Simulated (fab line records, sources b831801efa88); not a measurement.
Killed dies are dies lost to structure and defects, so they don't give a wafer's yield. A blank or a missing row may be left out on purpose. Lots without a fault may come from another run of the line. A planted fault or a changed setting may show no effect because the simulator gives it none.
Chamber matching | flow sky130 | SKY_VIA1_CMP_24 on cmp-02: 4 sister chambers
The step polishes, stops on SiO2, t overpolish 15 s, target thk 0 nm. 8 wafers are shown with their chamber, then 9 later ones without.

WAFERS WITH THEIR CHAMBER
wafer  | chamber | motor_current_A (A) | time_to_endpoint_s (s)
L580.3 | 0       | 10.1                | 69.6
L580.4 | 2       | 9.3                 | 69.2
L582.1 | 1       | 10.5                | 69.5
L586.1 | 1       | 10.7                | 65.4
L586.6 | 2       | 9.2                 | 65.1
L588.3 | 3       | 10.1                | 64.1
L588.4 | 0       | 10.8                | 68.4
L588.5 | 3       | 10.0                | 65.7

WAFERS WITHOUT THEIR CHAMBER
wafer  | motor_current_A (A) | time_to_endpoint_s (s)
L590.1 | 9.5                 | 64.1
L590.4 | 10.6                | 69.8
L590.6 | 10.5                | 64.1
L596.2 | 9.2                 | 69.1
L596.5 | 9.9                 | 71.0
L596.6 | 10.5                | 72.0
L599.1 | 10.6                | 67.5
L599.3 | 10.7                | 65.7
L599.4 | 10.0                | 66.3

WHICH CHAMBER EACH WENT THROUGH
wafer  | from the rows above               | in truth
L590.1 | can't be placed: 2 or 3           | 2
L590.4 | can't be placed: 0 or 1           | 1
L590.6 | can't be placed: 1 or 3 or 0      | 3
L596.2 | 2                                 | 2
L596.5 | can't be placed: 0 or 3 or 2 or 1 | 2
L596.6 | can't be placed: 0 or 1           | 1
L599.1 | can't be placed: 1 or 0           | 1
L599.3 | can't be placed: 1 or 0 or 3      | 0
L599.4 | can't be placed: 3 or 0 or 1      | 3
Placed correctly: 1 of 9. Can't be placed from these rows: 8 (the true chamber is among the candidates in 8). Placed wrongly: 0.
How it was worked out, from the rows above alone: a wafer's distance from a chamber is the root of the sum, over the readings, of the square of ((its reading less the chamber's mean) divided by the reading's scatter). The wafer belongs to the nearest chamber; if the next one is less than 2 further off, it can't be placed. A chamber's mean is the mean of its shown wafers. The scatter: the root of (the sum of the squares of (reading less its chamber's mean) over the shown wafers, divided by (wafers less chambers)).
